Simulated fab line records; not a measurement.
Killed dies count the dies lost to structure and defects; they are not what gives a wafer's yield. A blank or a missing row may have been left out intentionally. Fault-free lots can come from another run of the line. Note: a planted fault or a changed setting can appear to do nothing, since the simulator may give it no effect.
fab line records -- flow sky130
record lots=11, wafers=33, last-day=50
route steps=708 shown VIA1@470 METAL2@495 METAL3@533 PAD_OPEN@708
lots that met no fault: taken from a fault-free run of the same line
start-h: hours from the record's opening day to when the first of the lot's shown wafers began -- wait-h: hours since the lot's step before -- " identical to the entry in the row above -- L1.1+2: several wafers, shown together as one row -- - value missing, or start not given -- * or withheld: withheld -- < > ~ a bound
route shown NAME@n: a module of which the file shows steps, and the number in the route of the first -- usual: mean/standard deviation of fault-free wafers -- same: alike in all rows -- chamber/n: place in a boat -- sites: readings site by site -- _std_site: standard deviation across them -- _edge_site: inner sites' mean taken away from outer sites' mean -- radius-mm: for every site, how far away it sits from the centre of the wafer -- mask NAME#n: copy n -- behind: the last tool/chamber to shape the wafer -- hold: cause of the lot's hold/its duration in hours/its outcome -- device: the n, p or np transistor that did not switch -- end of line: the route-end tests of the same wafers -- where a step has no rows: the recipe by itself -- killed: not the wafer's yield, but the dies lost to structure and defects at the first sort -- map: per-die view of a wafer (x killed, . not killed, _ where there is no die)
set.NAME: the run value of the setting; set.NAME@STEP: its run value at that earlier step -- model.NAME: the simulator's own value behind a step, which no gauge read
one table for each step of the route and one row for each wafer, over a sample of lots
services: from which hour (start-h, from the record's first day; less than 0 if before it) a tool's chamber was out of use, for how many hours, and why
## steps
# step SKY_VIA1_CD_MEAS_12
# recipe target-cd-nm=150
# usual cd-nm=150.2/1.9
lot.wafer,tool,chamber,start-h,wait-h,cd-nm
L814.2,cd-sem-02,-,790.38,-,149.3
L814.5,cd-sem-02,-,790.38,-,150.0
L814.6,cd-sem-02,-,790.38,-,148.5
L817.4,cd-sem-02,-,809.52,-,152.1
L817.5,cd-sem-02,-,809.52,-,150.9
L817.6,cd-sem-02,-,809.52,-,149.7
L818.4,cd-sem-01,-,836.87,-,149.3
L818.5,cd-sem-01,-,836.87,-,146.7
L818.6,cd-sem-01,-,836.87,-,147.4
L819.1,cd-sem-01,-,841.46,-,149.9
L819.3,cd-sem-01,-,841.46,-,150.0
L819.5,cd-sem-01,-,841.46,-,148.8
L821.2,cd-sem-01,-,852.63,-,147.9
L821.4,cd-sem-01,-,852.63,-,149.7
L821.6,cd-sem-01,-,852.63,-,148.8
L829.3,cd-sem-01,-,922.05,-,150.5
L829.5,cd-sem-01,-,922.05,-,150.5
L829.6,cd-sem-01,-,922.05,-,151.5
L831.3,cd-sem-01,-,927.15,-,149.6
L831.4,cd-sem-01,-,927.15,-,150.3
L831.6,cd-sem-01,-,927.15,-,150.2
L832.1,cd-sem-01,-,928.91,-,149.5
L832.5,cd-sem-01,-,928.91,-,147.4
L832.6,cd-sem-01,-,928.91,-,148.0
L834.3,cd-sem-02,-,938.05,-,149.1
L834.5,cd-sem-02,-,938.05,-,149.7
L834.6,cd-sem-02,-,938.05,-,149.1
L836.1,cd-sem-02,-,959.26,-,151.6
L836.3,cd-sem-02,-,959.26,-,149.8
L836.4,cd-sem-02,-,959.26,-,150.2
L837.1,cd-sem-02,-,960.76,-,152.5
L837.3,cd-sem-02,-,960.76,-,151.5
L837.5,cd-sem-02,-,960.76,-,151.4
# step SKY_METAL2_EXPOSE_12
# recipe mask-id=MM2, na=0.8, source-shape=annular, sigma-inner=0.55, sigma-outer=0.85, target-cd-nm=140, dose-mj=28
# usual reticle-temp-C=23.01/0.11
lot.wafer,tool,chamber,start-h,wait-h,mask,reticle-temp-C
L814.2,krf-scanner-01,0,805.25,-,MM2#0,23.11
L814.5,krf-scanner-01,0,805.25,-,MM2#0,23.05
L814.6,krf-scanner-01,0,805.25,-,MM2#0,22.87
L817.4,krf-scanner-02,0,824.26,-,MM2#0,23.14
L817.5,krf-scanner-02,0,824.26,-,MM2#0,23.13
L817.6,krf-scanner-02,0,824.26,-,MM2#0,23.16
L818.4,krf-scanner-02,0,851.76,-,MM2#0,23.06
L818.5,krf-scanner-02,0,851.76,-,MM2#0,23.02
L818.6,krf-scanner-02,0,851.76,-,MM2#0,23.16
L819.1,krf-scanner-02,0,855.41,-,MM2#0,23.13
L819.3,krf-scanner-02,0,855.41,-,MM2#0,22.90
L819.5,krf-scanner-02,0,855.41,-,MM2#0,22.99
L821.2,krf-scanner-02,0,867.89,-,MM2#0,22.93
L821.4,krf-scanner-02,0,867.89,-,MM2#0,22.88
L821.6,krf-scanner-02,0,867.89,-,MM2#0,23.01
L829.3,krf-scanner-02,0,936.24,-,MM2#0,22.91
L829.5,krf-scanner-02,0,936.24,-,MM2#0,23.00
L829.6,krf-scanner-02,0,936.24,-,MM2#0,22.97
L831.3,krf-scanner-01,0,940.67,-,MM2#0,22.99
L831.4,krf-scanner-01,0,940.67,-,MM2#0,23.08
L831.6,krf-scanner-01,0,940.67,-,MM2#0,23.39
L832.1,krf-scanner-01,0,942.61,-,MM2#0,23.01
L832.5,krf-scanner-01,0,942.61,-,MM2#0,22.91
L832.6,krf-scanner-01,0,942.61,-,MM2#0,22.90
L834.3,krf-scanner-02,0,952.15,-,MM2#0,23.10
L834.5,krf-scanner-02,0,952.15,-,MM2#0,23.04
L834.6,krf-scanner-02,0,952.15,-,MM2#0,23.13
L836.1,krf-scanner-02,0,973.30,-,MM2#0,23.06
L836.3,krf-scanner-02,0,973.30,-,MM2#0,23.06
L836.4,krf-scanner-02,0,973.30,-,MM2#0,23.03
L837.1,krf-scanner-02,0,975.42,-,MM2#0,22.95
L837.3,krf-scanner-02,0,975.42,-,MM2#0,22.97
L837.5,krf-scanner-02,0,975.42,-,MM2#0,22.99
# step SKY_METAL2_CD_MEAS_15
# recipe target-cd-nm=140
# usual cd-nm=139.4/1.3
lot.wafer,tool,chamber,start-h,wait-h,cd-nm
L814.2,cd-sem-02,-,819.27,-,138.3
L814.5,cd-sem-02,-,819.27,-,138.8
L814.6,cd-sem-02,-,819.27,-,138.3
L817.4,cd-sem-02,-,837.16,-,141.2
L817.5,cd-sem-02,-,837.16,-,140.2
L817.6,cd-sem-02,-,837.16,-,139.9
L818.4,cd-sem-01,-,865.02,-,-
L818.5,cd-sem-01,-,865.02,-,141.6
L818.6,cd-sem-01,-,865.02,-,140.2
L819.1,cd-sem-02,-,869.02,-,138.3
L819.3,cd-sem-02,-,869.02,-,-
L819.5,cd-sem-02,-,869.02,-,139.2
L821.2,cd-sem-02,-,880.73,-,136.4
L821.4,cd-sem-02,-,880.73,-,-
L821.6,cd-sem-02,-,880.73,-,139.2
L829.3,cd-sem-02,-,948.49,-,139.7
L829.5,cd-sem-02,-,948.49,-,140.2
L829.6,cd-sem-02,-,948.49,-,141.2
L831.3,cd-sem-02,-,952.80,-,137.3
L831.4,cd-sem-02,-,952.80,-,136.2
L831.6,cd-sem-02,-,952.80,-,136.9
L832.1,cd-sem-02,-,954.75,-,139.6
L832.5,cd-sem-02,-,954.75,-,140.7
L832.6,cd-sem-02,-,954.75,-,139.2
L834.3,cd-sem-01,-,964.11,-,138.0
L834.5,cd-sem-01,-,964.11,-,138.6
L834.6,cd-sem-01,-,964.11,-,139.2
L836.1,cd-sem-02,-,984.56,-,141.7
L836.3,cd-sem-02,-,984.56,-,140.7
L836.4,cd-sem-02,-,984.56,-,141.6
L837.1,cd-sem-02,-,987.11,-,139.0
L837.3,cd-sem-02,-,987.11,-,138.7
L837.5,cd-sem-02,-,987.11,-,139.0
# step SKY_METAL2_OVL_MEAS_16
# usual METAL2_OVL=-1/4.8
lot.wafer,tool,chamber,start-h,wait-h,METAL2_OVL[nm]
L814.2,overlay-02,-,819.38,0.1,-7
L814.5,overlay-02,-,819.38,0.1,1
L814.6,overlay-02,-,819.38,0.1,-4
L817.4,overlay-02,-,837.24,0.1,7
L817.5,overlay-02,-,837.24,0.1,1
L817.6,overlay-02,-,837.24,0.1,0
L818.4,overlay-01,-,865.09,0.1,-
L818.5,overlay-01,-,865.09,0.1,0
L818.6,overlay-01,-,865.09,0.1,5
L819.1,overlay-02,-,869.14,0.1,-5
L819.3,overlay-02,-,869.14,0.1,-
L819.5,overlay-02,-,869.14,0.1,-1
L821.2,overlay-02,-,880.83,0.1,3
L821.4,overlay-02,-,880.83,0.1,-
L821.6,overlay-02,-,880.83,0.1,9
L829.3,overlay-01,-,948.58,0.1,-2
L829.5,overlay-01,-,948.58,0.1,-8
L829.6,overlay-01,-,948.58,0.1,1
L831.3,overlay-02,-,952.89,0.1,-1
L831.4,overlay-02,-,952.89,0.1,-7
L831.6,overlay-02,-,952.89,0.1,-1
L832.1,overlay-01,-,954.87,0.1,-1
L832.5,overlay-01,-,954.87,0.1,1
L832.6,overlay-01,-,954.87,0.1,3
L834.3,overlay-02,-,964.21,0.1,-8
L834.5,overlay-02,-,964.21,0.1,-5
L834.6,overlay-02,-,964.21,0.1,-9
L836.1,overlay-02,-,984.68,0.1,-4
L836.3,overlay-02,-,984.68,0.1,-8
L836.4,overlay-02,-,984.68,0.1,4
L837.1,overlay-01,-,987.23,0.1,-3
L837.3,overlay-01,-,987.23,0.1,-3
L837.5,overlay-01,-,987.23,0.1,3
# step SKY_METAL3_SPUTTER_01
# recipe material=TiN, target-thk-nm=20, power-w=6500, time-s=16.7, chamber-pressure-pa=0.4
# usual throttle-valve-pct=30.7/1.4
lot.wafer,tool,chamber,start-h,wait-h,throttle-valve-pct
L814.2,pvd-sputter-04,-,847.67,0.0,28.3
L814.5,pvd-sputter-04,-,847.67,0.0,29.2
L814.6,pvd-sputter-04,-,847.67,0.0,28.6
L817.4,pvd-sputter-03,-,865.68,0.0,31.3
L817.5,pvd-sputter-03,-,865.68,0.0,32.2
L817.6,pvd-sputter-03,-,865.68,0.0,31.4
L818.5,pvd-sputter-02,-,894.61,0.0,28.8
L818.6,pvd-sputter-02,-,894.61,0.0,30.6
L819.1,pvd-sputter-03,-,898.46,0.0,31.6
L819.5,pvd-sputter-03,-,898.46,0.0,31.5
L821.2,pvd-sputter-03,-,909.69,0.0,31.2
L821.6,pvd-sputter-03,-,909.69,0.0,32.0
L829.3,pvd-sputter-03,-,976.20,0.0,31.6
L829.5,pvd-sputter-03,-,976.20,0.0,31.1
L829.6,pvd-sputter-03,-,976.20,0.0,32.2
L831.3,pvd-sputter-03,-,980.59,0.0,31.4
L831.4,pvd-sputter-03,-,980.59,0.0,31.1
L831.6,pvd-sputter-03,-,980.59,0.0,31.4
L832.1,pvd-sputter-02,-,983.03,0.0,30.7
L832.5,pvd-sputter-02,-,983.03,0.0,29.4
L832.6,pvd-sputter-02,-,983.03,0.0,28.3
L834.3,pvd-sputter-03,-,991.20,0.0,32.3
L834.5,pvd-sputter-03,-,991.20,0.0,31.4
L834.6,pvd-sputter-03,-,991.20,0.0,31.3
L836.1,pvd-sputter-04,-,1010.54,0.0,28.4
L836.3,pvd-sputter-04,-,1010.54,0.0,28.4
L836.4,pvd-sputter-04,-,1010.54,0.0,29.2
L837.1,pvd-sputter-04,-,1014.92,0.0,32.1
L837.3,pvd-sputter-04,-,1014.92,0.0,28.7
L837.5,pvd-sputter-04,-,1014.92,0.0,29.2
# step SKY_METAL3_CD_MEAS_13
# recipe target-cd-nm=300
# usual cd-nm=299.5/1.2
lot.wafer,tool,chamber,start-h,wait-h,cd-nm
L814.2,cd-sem-01,-,900.28,-,301.0
L814.5,cd-sem-01,-,900.28,-,301.9
L814.6,cd-sem-01,-,900.28,-,300.9
L817.4,cd-sem-01,-,918.37,-,298.3
L817.5,cd-sem-01,-,918.37,-,300.0
L817.6,cd-sem-01,-,918.37,-,299.3
L818.5,cd-sem-02,-,944.80,-,300.8
L818.6,cd-sem-02,-,944.80,-,301.5
L819.1,cd-sem-02,-,949.26,-,299.8
L819.5,cd-sem-02,-,949.26,-,301.0
L821.2,cd-sem-02,-,960.34,-,301.1
L821.6,cd-sem-02,-,960.34,-,300.2
L829.3,cd-sem-01,-,1022.55,-,298.4
L829.5,cd-sem-01,-,1022.55,-,298.5
L829.6,cd-sem-01,-,1022.55,-,298.9
L831.3,cd-sem-02,-,1025.60,-,299.3
L831.4,cd-sem-02,-,1025.60,-,299.3
L831.6,cd-sem-02,-,1025.60,-,299.2
L832.1,cd-sem-02,-,1029.21,-,299.4
L832.5,cd-sem-02,-,1029.21,-,299.2
L832.6,cd-sem-02,-,1029.21,-,299.5
L834.3,cd-sem-02,-,1036.60,-,300.8
L834.5,cd-sem-02,-,1036.60,-,300.9
L834.6,cd-sem-02,-,1036.60,-,299.7
L836.1,cd-sem-02,-,1056.51,-,296.6
L836.3,cd-sem-02,-,1056.51,-,299.7
L836.4,cd-sem-02,-,1056.51,-,297.5
L837.1,cd-sem-02,-,1060.01,-,299.5
L837.3,cd-sem-02,-,1060.01,-,299.3
L837.5,cd-sem-02,-,1060.01,-,299.6
# step SKY_PAD_OPEN_PROBE_99
# usual defect-limited-yield=82.6/1.9, killed_at_M0_to_M3=42/7.1, killed_at_M4_up=3.3/1.9, killed-at-contacts=24/5, killed-at-front-end=15/4.7, killed-at-other=0.3/0.61, killed-dies=86/9.6, killed-on-rim=17/3.8, killed-open=47/7.5, killed-short=38/6.6, sort_bin_3_pad_short=0.9/0.42, sort_bin_5_function=10.2/1.5, sort_bin_6_memory=6.3/1.1, sort-n-pass=406/9.6, sort-yield-pct=82.6/1.9
# same gross-dies=492, killed-at-back-side=0, sort_bin_4_leakage[%]=0, sort_bin_8_speed[%]=0
lot.wafer,tool,chamber,start-h,wait-h,defect-limited-yield[%],killed_at_M0_to_M3,killed_at_M4_up,killed-at-contacts,killed-at-front-end,killed-at-other,killed-dies,killed-on-rim,killed-open,killed-short,sort_bin_3_pad_short[%],sort_bin_5_function[%],sort_bin_6_memory[%],sort-n-pass,sort-yield-pct[%]
L818.4,prober-02,-,1110.78,0.2,0,443,3,27,17,2,492,96,48,52,2.0,91.3,6.7,0,0
L818.5,prober-02,-,1110.83,0.2,79.9,56,3,29,11,0,99,26,55,43,0.4,12.2,7.5,393,79.9
L818.6,prober-02,-,1110.88,0.2,78.5,51,4,28,22,1,106,17,64,38,1.4,12.8,7.3,386,78.5
L819.1,prober-01,-,1115.04,0.1,80.3,52,5,28,12,0,97,18,54,43,1.2,10.8,7.7,395,80.3
L819.3,prober-01,-,1115.14,0.2,0,453,4,20,15,0,492,96,56,29,0.6,93.7,5.7,0,0
L819.5,prober-01,-,1115.24,0.2,81.9,42,4,31,12,0,89,21,42,47,0.6,12.0,5.5,403,81.9
L821.2,prober-02,-,1124.39,0.1,83.1,42,2,19,20,0,83,17,39,44,1.0,8.5,7.3,409,83.1
L821.4,prober-02,-,1124.49,0.2,0,452,0,27,13,0,492,96,57,31,1.2,90.9,7.9,0,0
L821.6,prober-02,-,1124.59,0.2,82.1,40,1,30,17,0,88,17,49,39,0.6,10.2,7.1,404,82.1
# killed by level:class
L818.4 METAL2:area-expose=392 VIA1:geometric-particle:open=10 VIA3:geometric-particle:open=9 LI_CONTACT:geometric-particle:open=9 METAL2:geometric-particle:short=7 METAL1:geometric-particle:short=6 FIELD_ISO:geometric-particle:short=5 LI_CONTACT:geometric-particle:short=5
L818.5 VIA1:geometric-particle:open=16 CONTACT:geometric-particle:open=13 METAL2:geometric-particle:short=9 POLY_GATE:geometric-particle:short=7 VIA3:geometric-particle:open=6 LI_CONTACT:geometric-particle:open=5 LOCAL_INTERCONNECT:geometric-particle:short=5 VIA1:geometric-particle:short=5
L818.6 VIA1:geometric-particle:open=14 CONTACT:geometric-particle:open=10 VIA2:geometric-particle:open=9 VIA3:geometric-particle:open=9 LI_CONTACT:geometric-particle:open=8 POLY_GATE:geometric-particle:open=5 CONTACT:geometric-particle:short=5 VIA1:geometric-particle:short=5
L819.1 LI_CONTACT:geometric-particle:open=11 CONTACT:geometric-particle:open=10 VIA1:geometric-particle:open=10 METAL2:geometric-particle:short=9 VIA3:geometric-particle:open=6 METAL1:geometric-particle:short=5 VIA2:geometric-particle:open=5 POLY_GATE:geometric-particle:short=4
L819.3 METAL2:area-expose=407 VIA2:geometric-particle:open=11 LI_CONTACT:geometric-particle:open=9 VIA1:geometric-particle:open=9 VIA3:geometric-particle:open=9 CONTACT:geometric-particle:open=6 METAL2:geometric-particle:short=5 METAL3:geometric-particle:short=5
L819.5 CONTACT:geometric-particle:open=10 METAL1:geometric-particle:short=7 CONTACT:geometric-particle:short=7 VIA2:geometric-particle:open=7 VIA1:geometric-particle:open=6 LI_CONTACT:geometric-particle:open=5 VIA1:geometric-particle:short=5 VIA3:geometric-particle:open=5
L821.2 METAL1:geometric-particle:short=9 FIELD_ISO:geometric-particle:open=6 VIA1:geometric-particle:open=6 VIA2:geometric-particle:open=6 VIA3:geometric-particle:open=6 CONTACT:geometric-particle:open=5 METAL2:geometric-particle:short=5 FIELD_ISO:geometric-particle:short=4
L821.4 METAL2:area-expose=403 VIA1:geometric-particle:open=12 CONTACT:geometric-particle:open=12 LI_CONTACT:geometric-particle:open=9 VIA2:geometric-particle:open=9 METAL2:geometric-particle:short=8 POLY_GATE:geometric-particle:open=4 METAL1:geometric-particle:short=4
L821.6 CONTACT:geometric-particle:short=8 CONTACT:geometric-particle:open=8 VIA3:geometric-particle:open=8 FIELD_ISO:geometric-particle:open=7 METAL1:geometric-particle:short=7 LI_CONTACT:geometric-particle:open=6 VIA1:geometric-particle:open=5 VIA2:geometric-particle:open=5
## services
tool,chamber,start-h,hours,kind
krf-scanner-02,-,792.30,0.2,repair
krf-scanner-01,-,796.56,0.6,repair
krf-scanner-02,-,803.82,1.6,repair
krf-scanner-01,-,806.75,0.8,pm
krf-scanner-01,-,809.73,1.0,pm
krf-scanner-02,-,812.45,1.0,pm
krf-scanner-01,-,820.16,8.6,repair
krf-scanner-02,-,832.29,12.9,repair
krf-scanner-01,-,839.62,0.2,repair
pvd-sputter-03,-,841.83,1.0,repair
krf-scanner-01,-,850.03,4.0,repair
krf-scanner-02,-,858.23,1.0,repair
krf-scanner-02,-,878.65,0.8,pm
krf-scanner-02,-,888.40,3.6,pm
krf-scanner-02,-,904.27,1.3,pm
pvd-sputter-04,-,909.22,0.7,repair
krf-scanner-01,-,910.74,1.3,pm
krf-scanner-01,-,935.50,3.6,pm
krf-scanner-02,-,956.94,1.1,repair
krf-scanner-01,-,975.55,0.8,pm
krf-scanner-01,-,978.73,1.0,pm
krf-scanner-02,-,981.44,1.0,pm
krf-scanner-02,-,985.97,0.2,repair
krf-scanner-01,-,987.05,4.0,pm
## key
first-sign step=SKY_METAL2_CD_MEAS_15, reading=cd-nm, direction=missing
effect step=SKY_METAL2_OVL_MEAS_16, reading=METAL2_OVL, direction=missing
effect step=SKY_PAD_OPEN_PROBE_99, reading=killed_at_M0_to_M3, direction=up, sigmas=57, usual=42, struck=449
more-kills-born-at SKY_METAL2_EXPOSE_12@krf-scanner-02=1202
met-at SKY_METAL2_EXPOSE_12
struck-lots L818,L819,L821
struck-wafers L818.4,L819.3,L821.4
later-rows-left-out L818.4,L819.3,L821.4
not-acting-at SKY_VIA1_CD_MEAS_12,SKY_METAL3_SPUTTER_01,SKY_METAL3_CD_MEAS_13
onset-between 824.26 851.76
fault kind=process-parameter-drift, tool=krf-scanner-02, chamber=-, onset-h=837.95, steps=SKY_METAL2_EXPOSE_12, channel=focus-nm, offset=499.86, shape=step, end-h=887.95, scope=struck-wafers-only
# later-rows-left-out: the simulator's readings of these wafers behind a module that went badly wrong aren't trusted and aren't shown, but for the sort
